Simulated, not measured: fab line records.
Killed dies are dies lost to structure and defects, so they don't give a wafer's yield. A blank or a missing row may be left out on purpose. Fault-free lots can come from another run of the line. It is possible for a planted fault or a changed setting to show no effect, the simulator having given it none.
Which tool did it?	flow sky130	Sampling: 12 lots, 36 wafers, 2 of 708 route steps

== WHAT EACH GAUGE READ, for each wafer ==
SKY_METAL1_THK_MEAS_06: measures by xrf.
lot	measured	on	METAL1_ALCU_THK (nm)
L075	day 32 05:03	film metro-03	250.3 246.2 249.2
L077	day 32 21:56	film metro-03	251.3 252.5 252.9
L079	day 33 16:04	film metro-01	251.8 252.9 253.1
L081	day 34 13:34	film metro-03	251.2 251.1 250.1
L083	day 34 20:49	film metro-04	252.3 252.9 254.4
L085	day 35 15:10	film metro-03	246.1 247.0 245.1
L087	day 36 10:59	film metro-04	252.0 248.2 249.4
L089	day 37 00:33	film metro-04	248.5 248.0 251.2
L091	day 37 11:52	film metro-04	257.0 255.8 256.7
L093	day 38 01:46	film metro-04	254.4 252.3 252.5
L095	day 38 17:31	film metro-04	249.3 250.1 251.0
L097	day 39 07:10	film metro-04	254.9 255.8 255.0

== EACH LOT AND THE TOOL THAT RAN IT (in order: tool; ch and the chambers of the sampled wafers; start) ==
lot	SKY_CONTACT_SPUTTER_23
L075	pvd sputter-03, day 32 04:08
L077	pvd sputter-01, day 32 21:00
L079	pvd sputter-02, day 33 15:09
L081	pvd sputter-03, day 34 12:37
L083	pvd sputter-01, day 34 19:53
L085	pvd sputter-01, day 35 14:12
L087	pvd sputter-02, day 36 10:04
L089	pvd sputter-01, day 36 23:38
L091	pvd sputter-03, day 37 10:57
L093	pvd sputter-02, day 38 00:47
L095	pvd sputter-03, day 38 16:36
L097	pvd sputter-02, day 39 06:16
- SKY_CONTACT_SPUTTER_23: material TiN, target thk 20 nm, time 80 s.

== THE ANSWER, worked out from the rows above alone ==
Rule: what is usual is taken from the lots themselves. Put in order of their means at a reading, lots are off if they are a third of the lots or fewer, leave a main group of 4 or more, and stand apart from it by a gap of 3 or more times the standard deviation of the main group's means; of several such gaps the widest counts. A main group is skipped when, at the precision printed for the reading in the tables above, its means are all equal. A lot without any number at a reading at which 4 lots or more have one is off too. All remaining lots with rows at the step are treated as sound.
None of the lots is off at any reading shown; this tells nothing.

== WHAT THE SIMULATOR HAD PUT IN ==
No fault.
